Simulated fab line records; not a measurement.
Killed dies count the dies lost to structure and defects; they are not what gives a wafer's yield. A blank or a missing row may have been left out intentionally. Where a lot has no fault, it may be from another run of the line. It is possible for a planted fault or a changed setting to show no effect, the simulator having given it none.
fab line records	flow sky130
record lots=14	wafers=42	lastDay=49
route steps=708 shown SD_N@351 LI_CONTACT@376 CONTACT@411
lots untouched by any fault: they come from a run of this same line in which no faults occurred
startH: the number of hours between the record's first day and the start of the first shown wafer of the lot	waitH: time in hours since the lot's previous step	" same as the row above	L1.1+2: one row covering several wafers at once	- value missing, or start not given	* or withheld: withheld	< > ~ a bound
route shown NAME@n: names a module that has steps shown in the file, with the first one's number in the route	usual: mean/standard deviation taken from wafers without a fault	same: alike in all rows	chamber/n: place in a boat	sites: each site's reading	_std_site: the standard deviation of these	_edge_site: inner sites' mean taken away from outer sites' mean	radiusMm: for every site, how far away it sits from the centre of the wafer	mask NAME#n: copy n	behind: the last tool/chamber to shape the wafer	hold: what put the lot on hold/how long, in hours/how the hold closed	device: the n, p or np transistor that did not switch	end of line: tests of these same wafers at the route's end	where a step has no rows: the recipe by itself	killed: the dies lost at the first sort to structure and to defects; this is not the yield of the wafer	map: shows each die of a wafer: x if killed, . if not, _ if none is there
set.NAME: setting as actually run; set.NAME@STEP: the setting as run at that earlier step	model.NAME: the simulator's own value behind a step, which no gauge read
route steps across a sampled set of lots; one table per step, one row per wafer
services: the hour from which a tool's chamber was out of use, counted from the record's first day as startH (under 0 if before that day), plus the number of hours and why
## steps
# step SKY_SD_N_IMPLANT_09
# recipe species=As	energyKev=50	doseCm2=4e+15	tiltDeg=0
# usual beamEnergyKeV=50.000/0.013	implantIonAmu=75/0
lot.wafer	tool	chamber	startH	waitH	beamEnergyKeV	implantIonAmu
L363.1	implanter-01	0	627.59	0.0	50.002	75
L363.4	"	0	"	"	49.997	75
L363.6	"	0	"	"	50.004	75
L364.2	implanter-03	0	650.52	0.0	50.007	75
L364.3	"	0	"	"	49.998	75
L364.6	"	0	"	"	49.988	75
L365.1	implanter-03	0	651.89	0.0	49.999	75
L365.2	"	0	"	"	49.993	75
L365.5	"	0	"	"	50.013	75
L366.2	implanter-03	0	661.11	0.0	50.012	75
L366.3	"	0	"	"	50.001	75
L366.4	"	0	"	"	50.006	75
L367.2	implanter-01	0	696.36	0.0	49.992	75
L367.5	"	0	"	"	50.000	75
L367.6	"	0	"	"	49.984	75
L368.1	implanter-03	0	703.59	0.0	50.016	75
L368.3	"	0	"	"	49.993	75
L368.6	"	0	"	"	50.020	75
L369.1	implanter-01	0	704.13	0.0	49.985	75
L369.2	"	0	"	"	49.990	75
L369.3	"	0	"	"	49.992	75
L370.2	implanter-02	0	704.46	0.0	50.009	75
L370.4	"	0	"	"	50.005	75
L370.5	"	0	"	"	49.981	75
L371.1	implanter-02	0	709.88	0.0	49.992	75
L371.2	"	0	"	"	50.048	75
L371.5	"	0	"	"	50.006	75
L372.3	implanter-03	0	719.09	0.1	49.989	75
L372.4	"	0	"	"	49.977	75
L372.6	"	0	"	"	50.004	75
L376.2	implanter-03	0	747.37	0.0	49.995	49
L376.5	"	0	"	"	49.992	49
L376.6	"	0	"	"	49.973	49
L377.1	implanter-03	0	753.14	0.0	49.984	49
L377.3	"	0	"	"	50.006	49
L377.5	"	0	"	"	50.007	49
L379.1	implanter-03	0	785.69	0.0	50.001	49
L379.4	"	0	"	"	49.996	49
L379.6	"	0	"	"	49.986	49
L378.2	implanter-03	0	792.21	0.0	49.996	49
L378.4	"	0	"	"	50.007	49
L378.5	"	0	"	"	49.999	49
# step SKY_SD_N_STRIP_11
# recipe chemistry=O2/N2	powerW=1400	pressureMtorr=1500	platenTempC=withheld	o2FlowSccm=3000	n2FlowSccm=300	overashFraction=0.5
# usual drypumpMotorCurrentA=5.6/0.38	oesProductAu=0.527/0.0046	stripTimeToEndpointS=22.56/0.04
lot.wafer	tool	chamber	startH	waitH	drypumpMotorCurrentA	oesProductAu	rfHoursCounterH	stripTimeToEndpointS
L363.1	plasmaAsher-03	0	627.89	0.1	5.5	0.528	78	22.53
L363.4	"	1	"	"	5.8	0.518	-	22.53
L363.6	"	1	"	"	5.7	0.523	-	22.57
L364.2	plasmaAsher-03	1	650.79	0.1	5.8	0.532	81	22.59
L364.3	"	1	"	"	5.8	0.530	-	22.56
L364.6	"	1	"	"	5.7	0.528	-	22.56
L365.1	plasmaAsher-04	1	652.19	0.1	6.0	0.531	97	22.59
L365.2	"	0	"	"	6.1	0.532	97	22.63
L365.5	"	0	"	"	6.1	0.531	-	22.60
L366.2	plasmaAsher-03	1	661.39	0.1	5.7	0.520	82	22.59
L366.3	"	0	"	"	5.5	0.523	-	22.51
L366.4	"	1	"	"	5.8	0.526	-	22.55
L367.2	plasmaAsher-01	1	696.63	0.1	5.3	0.524	27	22.55
L367.5	"	1	"	"	5.3	0.527	-	22.55
L367.6	"	0	"	"	4.8	0.520	-	22.57
L368.1	plasmaAsher-03	1	703.89	0.1	5.8	0.531	86	22.52
L368.3	"	0	"	"	5.5	0.526	-	22.53
L368.6	"	1	"	"	5.7	0.534	-	22.51
L369.1	plasmaAsher-04	1	704.43	0.1	6.0	0.532	103	22.55
L369.2	"	0	"	"	6.1	0.528	103	22.55
L369.3	"	1	"	"	6.0	0.526	-	22.54
L370.2	plasmaAsher-03	1	704.74	0.1	5.7	0.526	86	22.51
L370.4	"	0	"	"	5.5	0.530	-	22.56
L370.5	"	0	"	"	5.5	0.532	-	22.53
L371.1	plasmaAsher-04	0	710.18	0.1	6.1	0.542	103	22.62
L371.2	"	1	"	"	6.0	0.529	103	22.59
L371.5	"	0	"	"	6.1	0.523	-	22.55
L372.3	plasmaAsher-04	0	719.37	0.1	6.1	0.527	-	22.54
L372.4	"	1	"	"	6.0	0.526	-	22.52
L372.6	"	1	"	"	6.0	0.531	-	22.57
L376.2	plasmaAsher-03	1	747.64	0.1	5.7	0.513	90	23.29
L376.5	"	1	"	"	5.7	0.519	-	23.28
L376.6	"	0	"	"	5.5	0.526	-	23.27
L377.1	plasmaAsher-03	0	753.44	0.1	5.5	0.515	91	23.34
L377.3	"	0	"	"	5.5	0.513	-	23.32
L377.5	"	1	"	"	5.7	0.515	-	23.33
L379.1	plasmaAsher-03	1	785.99	0.1	5.8	0.514	94	23.30
L379.4	"	1	"	"	5.8	0.518	-	23.35
L379.6	"	0	"	"	5.5	0.505	-	23.33
L378.2	plasmaAsher-03	1	792.48	0.1	5.7	0.516	94	23.32
L378.4	"	0	"	"	5.5	0.519	-	23.32
L378.5	"	0	"	"	5.5	0.516	-	23.31
# step SKY_SD_N_TW_MEAS_12
# usual SD_N_TW=3985/32
lot.wafer	tool	chamber	startH	waitH	SD_N_TW
L363.1	filmMetro-02	-	627.99	0.1	3999
L363.4	"	-	"	"	4010
L363.6	"	-	"	"	4010
L364.2	filmMetro-03	-	650.90	0.1	3946
L364.3	"	-	"	"	3963
L364.6	"	-	"	"	3964
L365.1	filmMetro-03	-	652.29	0.1	3959
L365.2	"	-	"	"	3955
L365.5	"	-	"	"	3968
L366.2	filmMetro-02	-	661.50	0.1	4048
L366.3	"	-	"	"	4018
L366.4	"	-	"	"	4017
L367.2	filmMetro-02	-	696.74	0.1	4002
L367.5	"	-	"	"	4008
L367.6	"	-	"	"	4018
L368.1	filmMetro-04	-	703.99	0.1	3969
L368.3	"	-	"	"	3985
L368.6	"	-	"	"	3968
L369.1	filmMetro-03	-	704.53	0.1	3972
L369.2	"	-	"	"	3975
L369.3	"	-	"	"	3984
L370.2	filmMetro-02	-	704.85	0.1	4010
L370.4	"	-	"	"	4004
L370.5	"	-	"	"	3988
L371.1	filmMetro-02	-	710.28	0.1	4030
L371.2	"	-	"	"	4012
L371.5	"	-	"	"	3988
L372.3	filmMetro-04	-	719.46	0.1	3978
L372.4	"	-	"	"	3985
L372.6	"	-	"	"	3960
L376.2	filmMetro-02	-	747.75	0.1	3794
L376.5	"	-	"	"	3795
L376.6	"	-	"	"	3803
L377.1	filmMetro-04	-	753.54	0.1	3722
L377.3	"	-	"	"	3734
L377.5	"	-	"	"	3722
L379.1	filmMetro-03	-	786.09	0.1	3755
L379.4	"	-	"	"	3758
L379.6	"	-	"	"	3784
L378.2	filmMetro-04	-	792.59	0.1	3715
L378.4	"	-	"	"	3750
L378.5	"	-	"	"	3755
# step SKY_SD_N_RS_MEAS_16
# recipe thkMeasGauge=four-point-probe
# usual SD_N_RS=68.62/0.11
lot.wafer	tool	chamber	startH	waitH	SD_N_RS[ohm/sq]
L363.1	filmMetro-03	-	628.28	0.1	68.86
L363.4	"	-	"	"	68.76
L363.6	"	-	"	"	68.58
L364.2	filmMetro-04	-	651.19	0.1	68.68
L364.3	"	-	"	"	68.80
L364.6	"	-	"	"	68.55
L365.1	filmMetro-02	-	652.57	0.1	68.64
L365.2	"	-	"	"	68.55
L365.5	"	-	"	"	68.66
L366.2	filmMetro-02	-	661.80	0.1	68.56
L366.3	"	-	"	"	68.56
L366.4	"	-	"	"	68.56
L367.2	filmMetro-03	-	697.03	0.1	68.68
L367.5	"	-	"	"	68.66
L367.6	"	-	"	"	68.68
L368.1	filmMetro-04	-	704.27	0.1	68.63
L368.3	"	-	"	"	68.62
L368.6	"	-	"	"	68.84
L369.1	filmMetro-03	-	704.81	0.1	68.67
L369.2	"	-	"	"	68.52
L369.3	"	-	"	"	68.55
L370.2	filmMetro-04	-	705.14	0.1	68.56
L370.4	"	-	"	"	68.66
L370.5	"	-	"	"	68.84
L371.1	filmMetro-03	-	710.56	0.1	68.52
L371.2	"	-	"	"	68.66
L371.5	"	-	"	"	68.53
L372.3	filmMetro-03	-	719.76	0.1	68.66
L372.4	"	-	"	"	68.66
L372.6	"	-	"	"	68.53
L376.2	filmMetro-03	-	748.04	0.1	-
L376.5	"	-	"	"	-
L376.6	"	-	"	"	-
L377.1	filmMetro-02	-	753.88	0.1	-
L377.3	"	-	"	"	-
L377.5	"	-	"	"	-
L379.1	filmMetro-04	-	786.38	0.1	-
L379.4	"	-	"	"	-
L379.6	"	-	"	"	-
L378.2	filmMetro-02	-	792.88	0.1	-
L378.4	"	-	"	"	-
L378.5	"	-	"	"	-
# step SKY_LI_CONTACT_ETCH_14
# recipe chemistry=N2/H2	target=BARC	ionEnergyEv=200	sourceW=500	biasW=100	pressureMtorr=30	n2FlowSccm=100	h2FlowSccm=200	stopOn=SiO2	timeS=45.9	targetDepthA=600
# usual biasW=100.0/0.32	drypumpMotorCurrentA=5.9/0.48	oesProductAu=0.855/0.0044	throttleValvePct=13.226/0.0093
lot.wafer	tool	chamber	startH	waitH	biasW	drypumpMotorCurrentA	oesProductAu	rfHoursCounterH	throttleValvePct
L363.1	rieDiel-01	2	658.37	0.0	100.2	5.0	0.860	16	13.219
L363.4	"	1	"	"	100.2	6.1	0.860	2	13.230
L363.6	"	2	"	"	99.8	5.0	0.853	-	13.220
L364.2	rieDiel-02	0	680.18	0.0	100.0	6.4	0.861	14	13.213
L364.3	"	1	"	"	99.7	5.6	0.860	6	13.222
L364.6	"	1	"	"	99.8	5.6	0.861	-	13.210
L365.1	rieDiel-02	3	682.23	0.0	99.4	5.7	0.858	4	13.225
L365.2	"	0	"	"	100.3	6.3	0.850	14	13.227
L365.5	"	0	"	"	100.2	6.3	0.860	-	13.236
L366.2	rieDiel-02	0	691.23	0.0	99.8	6.3	0.860	15	13.238
L366.3	"	1	"	"	100.2	5.6	0.861	6	13.233
L366.4	"	3	"	"	100.0	5.7	0.851	4	13.223
L367.2	rieDiel-02	1	726.27	0.0	100.1	5.6	0.855	7	13.219
L367.5	"	0	"	"	100.0	6.3	0.856	-	13.240
L367.6	"	1	"	"	100.0	5.7	0.858	-	13.220
L368.1	rieDiel-01	3	732.62	0.0	100.1	6.0	0.850	30	13.227
L368.3	"	0	"	"	100.1	4.8	0.853	16	13.235
L368.6	"	3	"	"	100.6	6.0	0.858	-	13.231
L369.1	rieDiel-02	0	733.34	0.0	99.9	6.3	0.858	15	13.222
L369.2	"	3	"	"	99.8	5.7	0.859	5	13.224
L369.3	"	2	"	"	100.5	6.2	0.855	9	13.233
L370.2	rieDiel-03	3	734.22	0.0	99.6	5.4	0.858	6	13.252
L370.4	"	2	"	"	99.6	6.6	0.846	-	13.251
L370.5	"	1	"	"	99.9	6.0	0.850	-	13.234
L371.1	rieDiel-02	0	739.17	0.0	99.9	6.3	0.861	15	13.216
L371.2	"	1	"	"	100.2	5.6	0.856	7	13.219
L371.5	"	2	"	"	100.8	6.3	0.858	-	13.227
L372.3	rieDiel-03	2	748.87	0.0	100.5	6.6	0.858	9	13.217
L372.4	"	1	"	"	100.1	6.0	0.849	-	13.228
L372.6	"	2	"	"	100.3	6.7	0.856	-	13.224
L376.2	rieDiel-02	3	776.09	0.0	100.4	5.7	0.851	6	13.204
L376.5	"	1	"	"	100.3	5.6	0.857	-	13.225
L376.6	"	2	"	"	100.6	6.3	0.852	-	13.225
L377.1	rieDiel-01	3	781.48	0.0	99.4	6.0	0.855	31	13.221
L377.3	"	2	"	"	99.7	5.0	0.849	20	13.240
L377.5	"	3	"	"	100.0	6.0	0.850	-	13.219
L379.1	rieDiel-01	1	814.47	0.0	100.1	6.0	0.856	6	13.217
L379.4	"	0	"	"	100.1	4.8	0.863	19	13.230
L379.6	"	1	"	"	100.0	6.0	0.853	-	13.222
L378.2	rieDiel-02	1	820.82	0.0	99.5	5.6	0.852	9	13.235
L378.4	"	3	"	"	100.2	5.7	0.850	7	13.212
L378.5	"	2	"	"	99.8	6.3	0.859	-	13.218
# step SKY_CONTACT_BOW_MEAS_05
# recipe mode=bow
# usual CONTACT_BOW=81/6.5
lot.wafer	tool	chamber	startH	waitH	CONTACT_BOW[um]
L363.1	filmMetro-04	-	689.92	0.2	77
L363.4	"	-	"	"	80
L363.6	"	-	"	"	72
L364.2	filmMetro-01	-	710.60	0.3	86
L364.3	"	-	"	"	85
L364.6	"	-	"	"	86
L365.1	filmMetro-01	-	713.86	0.1	77
L365.2	"	-	"	"	86
L365.5	"	-	"	"	86
L366.2	filmMetro-04	-	722.18	0.2	92
L366.3	"	-	"	"	73
L366.4	"	-	"	"	72
L367.2	filmMetro-01	-	755.95	0.2	83
L367.5	"	-	"	"	84
L367.6	"	-	"	"	80
L368.1	filmMetro-01	-	762.35	0.2	84
L368.3	"	-	"	"	77
L368.6	"	-	"	"	90
L369.1	filmMetro-04	-	763.68	0.2	85
L369.2	"	-	"	"	78
L369.3	"	-	"	"	68
L370.2	filmMetro-01	-	764.70	0.1	87
L370.4	"	-	"	"	78
L370.5	"	-	"	"	78
L371.1	filmMetro-03	-	769.20	0.2	80
L371.2	"	-	"	"	82
L371.5	"	-	"	"	103
L372.3	filmMetro-03	-	778.21	0.2	80
L372.4	"	-	"	"	88
L372.6	"	-	"	"	82
L376.2	filmMetro-01	-	805.47	0.1	69
L376.5	"	-	"	"	84
L376.6	"	-	"	"	73
L377.1	filmMetro-04	-	810.79	0.2	84
L377.3	"	-	"	"	80
L377.5	"	-	"	"	86
L379.1	filmMetro-03	-	843.14	0.2	89
L379.4	"	-	"	"	82
L379.6	"	-	"	"	90
L378.2	filmMetro-03	-	849.59	0.2	84
L378.4	"	-	"	"	76
L378.5	"	-	"	"	89
# step SKY_CONTACT_ETCH_16
# recipe chemistry=N2/H2	target=BARC	ionEnergyEv=200	sourceW=500	biasW=100	pressureMtorr=30	n2FlowSccm=100	h2FlowSccm=200	stopOn=SiO2	timeS=45.9	targetDepthA=600
# usual biasW=99.98/0.29	drypumpMotorCurrentA=5.6/0.53	oesProductAu=0.854/0.0045	throttleValvePct=13.225/0.0089
lot.wafer	tool	chamber	startH	waitH	biasW	drypumpMotorCurrentA	oesProductAu	rfHoursCounterH	throttleValvePct
L363.1	rieDiel-04	1	717.38	0.0	100.58	6.0	0.865	19	13.227
L363.4	"	3	"	"	100.35	5.1	0.858	6	13.242
L363.6	"	0	"	"	99.54	5.0	0.849	-	13.230
L364.2	rieDiel-04	3	738.82	0.0	99.78	5.1	0.855	6	13.236
L364.3	"	1	"	"	100.45	6.0	0.857	20	13.232
L364.6	"	1	"	"	100.14	6.0	0.855	-	13.216
L365.1	rieDiel-03	2	740.72	0.0	99.69	6.6	0.851	9	13.223
L365.2	"	1	"	"	99.64	6.0	0.857	10	13.210
L365.5	"	2	"	"	100.07	6.6	0.859	-	13.225
L366.2	rieDiel-04	1	750.93	0.0	100.23	6.0	0.853	20	13.227
L366.3	"	3	"	"	99.95	5.2	0.850	6	13.223
L366.4	"	0	"	"	100.11	5.0	0.854	-	13.226
L367.2	rieDiel-03	1	782.63	0.0	100.43	6.0	0.852	11	13.226
L367.5	"	2	"	"	99.92	6.7	0.858	-	13.219
L367.6	"	3	"	"	99.99	5.4	0.856	-	13.232
L368.1	rieDiel-03	3	789.53	0.0	99.87	5.4	0.856	8	13.228
L368.3	"	0	"	"	99.89	5.6	0.850	1	13.217
L368.6	"	3	"	"	99.72	5.4	0.851	-	13.251
L369.1	rieDiel-01	3	790.49	0.0	99.63	6.0	0.860	32	13.226
L369.2	"	0	"	"	100.60	4.8	0.857	18	13.223
L369.3	"	2	"	"	100.04	5.0	0.852	20	13.234
L370.2	rieDiel-04	2	791.44	0.0	99.99	5.2	0.860	9	13.223
L370.4	"	3	"	"	100.50	5.1	0.855	-	13.224
L370.5	"	2	"	"	100.21	5.2	0.849	-	13.233
L371.1	rieDiel-03	2	795.74	0.0	100.06	6.6	0.854	10	13.242
L371.2	"	1	"	"	100.53	6.0	0.867	12	13.228
L371.5	"	0	"	"	99.71	5.6	0.856	-	13.212
L372.3	rieDiel-03	3	804.87	0.0	99.60	5.4	0.855	8	13.232
L372.4	"	1	"	"	100.24	6.0	0.853	12	13.219
L372.6	"	0	"	"	99.57	5.6	0.852	-	13.215
L376.2	rieDiel-04	3	831.13	0.0	100.12	5.2	0.852	9	13.215
L376.5	"	2	"	"	99.91	5.2	0.859	-	13.225
L376.6	"	0	"	"	100.08	5.0	0.850	-	13.227
L377.1	rieDiel-01	2	836.82	0.0	100.00	5.0	0.850	22	13.211
L377.3	"	1	"	"	100.21	6.1	0.856	7	13.214
L377.5	"	0	"	"	100.41	4.8	0.851	-	13.226
L379.1	rieDiel-01	0	868.49	0.0	100.13	4.8	0.860	20	13.229
L379.4	"	2	"	"	100.03	5.0	0.862	23	13.209
L379.6	"	2	"	"	100.23	5.0	0.852	-	13.213
L378.2	rieDiel-04	2	875.94	0.0	99.73	5.2	0.860	11	13.231
L378.4	"	0	"	"	100.38	5.0	0.856	3	13.217
L378.5	"	1	"	"	100.23	6.0	0.861	-	13.223
## services
tool	chamber	startH	hours	kind
rieDiel-04	2	610.10	13.1	repair
implanter-03	-	616.13	2.7	pm
rieDiel-02	-	627.10	0.3	repair
rieDiel-01	-	641.74	15.6	pm
rieDiel-04	0	643.15	6.1	repair
rieDiel-03	-	644.35	2.8	pm
rieDiel-04	3	665.45	4.1	repair
implanter-03	-	670.48	6.1	repair
rieDiel-03	3	673.39	11.8	repair
rieDiel-02	2	678.01	7.1	repair
rieDiel-01	0	680.37	35.0	repair
plasmaAsher-03	-	681.79	2.5	repair
rieDiel-03	0	705.10	8.4	repair
rieDiel-04	-	721.22	2.8	pm
rieDiel-04	2	744.06	7.8	repair
rieDiel-02	-	745.81	1.6	repair
rieDiel-04	3	754.95	7.3	repair
rieDiel-04	1	767.04	1.6	repair
plasmaAsher-03	-	768.52	0.8	repair
rieDiel-02	3	787.06	5.5	repair
plasmaAsher-03	-	834.24	7.6	repair
rieDiel-01	-	837.49	0.2	repair
implanter-03	-	846.36	2.3	repair
plasmaAsher-03	-	865.08	4.4	repair
## key
firstSign step=SKY_SD_N_IMPLANT_09	reading=implantIonAmu	direction=down	sigmas=99+	usual=75	struck=49
effect step=SKY_SD_N_STRIP_11	reading=stripTimeToEndpointS	direction=up	sigmas=19	usual=*	struck=*
effect step=SKY_SD_N_TW_MEAS_12	reading=SD_N_TW	direction=down	sigmas=7.1	usual=3985	struck=3757
effect step=SKY_SD_N_RS_MEAS_16	reading=SD_N_RS	direction=missing
metAt SKY_SD_N_IMPLANT_09
struckLots L376,L377,L378,L379
sortLeftOut L376.2,L376.5,L376.6,L377.1,L377.3,L377.5,L378.2,L378.4,L378.5,L379.1,L379.4,L379.6
testerLeftOut L376,L377,L378,L379
notActingAt SKY_LI_CONTACT_ETCH_14,SKY_CONTACT_BOW_MEAS_05,SKY_CONTACT_ETCH_16
onsetBetween 719.09 747.37
fault kind=wrongRecipeDownload	tool=implanter-01,implanter-02,implanter-03	chamber=-	onsetH=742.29	steps=SKY_SD_N_IMPLANT_09	wrongRecipe.notListed=1
# testerLeftOut: of these lots the tester's yield and bins aren't shown, on N5 and GAA mostly nor the transistor test; their killed dies are dies lost to structure and defects alone, not to doping, threshold or leakage, so they don't give the yield
# sortLeftOut: the simulated sort isn't trusted on such a fault, so these wafers' sort isn't shown, and their yield isn't known
